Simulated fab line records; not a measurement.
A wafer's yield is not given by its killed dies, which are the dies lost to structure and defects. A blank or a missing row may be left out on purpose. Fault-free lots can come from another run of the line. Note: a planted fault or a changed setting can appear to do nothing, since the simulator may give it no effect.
Struck lot and sound lot, side by side | flow sfq_line | 14 out of 325 route steps
Sound: the wafers L666.1, L666.2, L666.6. Wafers struck: L672.2, L672.4, L672.5. The cause is given at the end.
Order at every step that has rows: each side's tool, ch and its chambers, its first start. Under that, the readings that differ: sound wafers | struck wafers | difference of the means | sigmas: that difference in standard deviations of wafers without a fault.
alike: readings with means less than 2 such deviations apart, plus words and numbers identical on both sides. not compared: withheld readings, readings lacking a value on some wafer, bounds such as >300 that could conceal the same value, and numbers that have no deviation in the record and whose values overlap.
The two part at a step that has a row with sigmas, a row that says differs or no value, or rows on one side only. When numbers do not overlap yet have no deviation, they are printed without sigmas and do not part them. Lack of a reading on every wafer of one side parts them only where that side has two or more wafers.

SFQ_M1_OVL_MEAS_911:
  sound on overlay-01 at day 15 05:37; struck on overlay-01 at day 17 06:02
  alike: M1_OVL
SFQ_TRILAYER_M1_BARC_OPEN_METAL_ETCH_054: etches BARC in O2, target depth 125 nm, time 41.7 s.
  sound on rie_metal-01 ch 0,1, day 15 05:39; struck on rie_metal-04 ch 0,1, day 17 06:04
  alike: drypump_motor_current_A, oes_product_au
  not compared: rf_hours_counter_h
SFQ_TRILAYER_M1_ETCH_METAL_ETCH_042: etches Nb in Cl2/Ar, stops on SiO2, target depth 240 nm, time 120 s.
  sound on rie_metal-01 ch 0,1, day 15 05:43; struck on rie_metal-04 ch 0,1, day 17 06:08
  alike: drypump_motor_current_A, oes_product_au
  not compared: rf_hours_counter_h
SFQ_TRILAYER_M1_STRIP_STRIP_043: strips in O2.
  sound on rie_metal-01 ch 0,1, day 15 05:50; struck on rie_metal-04 ch 0,1, day 17 06:16
  alike: drypump_motor_current_A, oes_product_au
  not compared: rf_hours_counter_h
then, 1 step without rows for these wafers: SFQ_TRILAYER_M1_STRIP_SOLV_CLEAN_044 (cleans in NMP, time 600 s).
SFQ_TRILAYER_I1_DEP_PECVD_045: deposits SiO2 from SiH4/N2O, time 111.11 s, target thk 500 nm.
  sound on pecvd-02 ch 0,1, day 15 06:37; struck on pecvd-02 ch 0,1,2, day 17 07:02
  alike: chamber_pressure_Torr, heater_power_w, throttle_valve_pct
SFQ_TRILAYER_I1_CMP_CMP_046: polishes SiO2.
  sound on cmp-01 ch 0,2, day 15 09:04; struck on cmp-01 ch 1,3, day 17 08:02
  alike: motor_current_A, time_to_endpoint_s
SFQ_I1_BOW_MEAS_912:
  sound on film_metro-04 at day 15 12:04; struck on film_metro-03 at day 17 11:03
  alike: I1_BOW
then, 4 steps without rows for these wafers: SFQ_TRILAYER_I1_METRO_MEASURE_047; SFQ_TRILAYER_I1_VIA_LITHO_COAT_054 (resist thk 62 nm); SFQ_TRILAYER_I1_VIA_LITHO_COAT_049 (resist thk 650 nm); SFQ_TRILAYER_I1_VIA_LITHO_SOFTBAKE_053.
-- the record jumps here: 3 days lie between the struck wafers' starts before and after --
SFQ_TRILAYER_I1_VIA_LITHO_EXPOSE_050: exposes mask I1, target cd 500 nm.
  struck on krf_scanner-02, day 20 04:11; sound on krf_scanner-02 ch 0, day 17 23:44
  no value came back on the struck wafers for exposure_dose_mJ_cm2, focus_offset_nm (nm), na, sigma_outer; on the sound wafers exposure_dose_mJ_cm2 reads 21.328 21.332 21.326
  alike: mask
then, 1 step without rows for these wafers: SFQ_TRILAYER_I1_VIA_LITHO_PEB_052 (peb time 60 s).

## WHERE THEY PART
Only at SFQ_TRILAYER_I1_VIA_LITHO_EXPOSE_050, within this record.

WHY: whatever the simulator had introduced
Beginning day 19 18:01, the whole step at SFQ_TRILAYER_I1_VIA_LITHO_EXPOSE_050 was skipped on krf_scanner-02. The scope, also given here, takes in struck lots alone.
